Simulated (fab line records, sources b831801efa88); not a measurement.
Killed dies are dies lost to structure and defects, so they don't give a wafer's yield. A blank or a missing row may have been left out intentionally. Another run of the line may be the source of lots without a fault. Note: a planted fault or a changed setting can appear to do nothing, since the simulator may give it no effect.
A lot that was struck, set against a sound lot    flow sky130    17 out of 708 route steps
Sound: wafers L665.2, L665.3, L665.5. Struck: wafers L677.1, L677.2, L677.4. The cause is named last.
At each step with rows: each side's tool, then ch and its chambers, then its first start. Under that, the readings that differ: sound wafers    struck wafers    difference of the means    sigmas: that difference in standard deviations of wafers without a fault.
alike: readings whose means differ by less than 2 such deviations, and words and numbers that are the same on both sides. not compared: withheld readings, readings that some wafer has no value for, bounds like >300 that may hide the same value, and numbers for which the record gives no deviation and whose values overlap.
Wherever a step has rows on one side only, a row that says differs or no value, or a row with sigmas, the two part there. Numbers that don't overlap but have no deviation are shown without sigmas and don't part them. A reading that every wafer of one side lacks parts them only if that side has two wafers or more.

SKY_LDD_HVN_OVL_MEAS_07:
  sound on overlay-02, day 21 17:26; struck on overlay-02, day 26 02:04
  alike: LDD_HVN_OVL
following that, these wafers have no rows for 1 step: SKY_LDD_HVN_IMPLANT_08.
SKY_LDD_HVN_STRIP_09: strips in O2/N2.
  sound on plasmaAsher-03 ch 0,1, day 21 17:37; struck on plasmaAsher-03 ch 0,1, day 26 02:16
  alike: drypumpMotorCurrentA, oesProductAu, stripTimeToEndpointS
  not compared: rfHoursCounterH
SKY_LDD_HVN_TW_MEAS_10:
  sound on filmMetro-01, day 21 17:43; struck on filmMetro-03, day 26 02:22
reading     sound           struck          difference  sigmas
LDD_HVN_TW  1458 1460 1457  1433 1436 1433  -24         -2
then, 7 steps without rows for these wafers: SKY_LDD_HVP_DEHYDRATE_00 (time 60 s); SKY_LDD_HVP_HMDS_01 (prime time 60 s); SKY_LDD_HVP_COAT_02 (resist thk 300 nm); SKY_LDD_HVP_SOFTBAKE_03 (time 60 s); SKY_LDD_HVP_EXPOSE_04 (exposes mask HVPTM, target cd 700 nm); SKY_LDD_HVP_PEB_05; SKY_LDD_HVP_DEVELOP_06 (develop time 60 s).
SKY_LDD_HVP_OVL_MEAS_07:
  sound on overlay-01, day 22 23:46; struck on overlay-02, day 27 05:37
  alike: LDD_HVP_OVL
SKY_LDD_HVP_IMPLANT_08:
  sound on implanter-03 ch 0, day 22 23:50; struck on implanter-04 ch 0, day 27 05:40
reading                   sound              struck             difference  sigmas
implantIonAmu             11 11 11           49 49 49           +38         
model.implant.rpNm (nm)   61.88 61.88 61.88  16.58 16.58 16.58  -45.30      
model.implant.drpNm (nm)  28.53 28.53 28.53  9.782 9.782 9.782  -18.748     
  alike: doseIonsCm2
SKY_LDD_HVP_STRIP_09: strips in O2/N2.
  sound on plasmaAsher-02 ch 0,1, day 22 23:57; struck on plasmaAsher-02 ch 0,1, day 27 05:49
  alike: drypumpMotorCurrentA, oesProductAu, stripTimeToEndpointS
  not compared: rfHoursCounterH
SKY_LDD_HVP_TW_MEAS_10:
  sound on filmMetro-02, day 23 00:04; struck on filmMetro-04, day 27 05:55
reading     sound        struck       difference  sigmas
LDD_HVP_TW  461 463 462  716 712 715  +252        +60
then, 1 step without rows for these wafers: SKY_LDD_LDN_DEHYDRATE_00 (time 60 s).
-- here the record skips 22 days between the struck wafers' starts before and after, leaving off in module LDD_LDN and picking up in module PAD_OPEN (first step shown: number 708 of the route) --
SKY_PAD_OPEN_PROBE_99:
  sound on prober-02, day 46 17:50; struck on prober-01, day 49 14:58
reading                                sound            struck                  difference  sigmas
model.etest.tip_p_5v.rsOhmSq           2830 2842        4559 4579 4540          +1723       
model.etest.pfetG5v0d10v5.rOnOhmUm     4763 4744        5187 5118 5188          +411        
model.etest.tip_p_5v.rsOhmSqRange      64.81 46.07      111.6 127.1 98.96       +57.1       
model.etest.pfetG5v0d10v5.driveUaUm    341.5 348.7      314.8 316.7 311.8       -30.7       
model.etest.resPdiffHv.rsOhmSq         189.1 191.3      193.9 193.6 193.5       +3.5        
model.etest.ring_5v.delayPs            44.8 44.65       45.58 45.79 46.77       +1.32       
model.etest.pfetG5v0d10v5.offLog10AUm  -11.97 -11.97    -13.34 -13.27 -13.31    -1.34       
model.etest.pfetG5v0d10v5.vtSatV (V)   -0.5897 -0.5942  -0.7542 -0.748 -0.7814  -0.1693     
  alike: killed_at_M0_to_M3, killed_at_M4_up, killedAtContacts, killedAtFrontEnd, killedAtOther, killedDies, killedOpen, killedShort

== WHERE THEY PART ==
First at SKY_LDD_HVN_TW_MEAS_10; last, within this record, at SKY_LDD_HVP_TW_MEAS_10. Later steps at which nothing parts them and some readings are alike: SKY_PAD_OPEN_PROBE_99.

WHY: the cause the simulator had injected
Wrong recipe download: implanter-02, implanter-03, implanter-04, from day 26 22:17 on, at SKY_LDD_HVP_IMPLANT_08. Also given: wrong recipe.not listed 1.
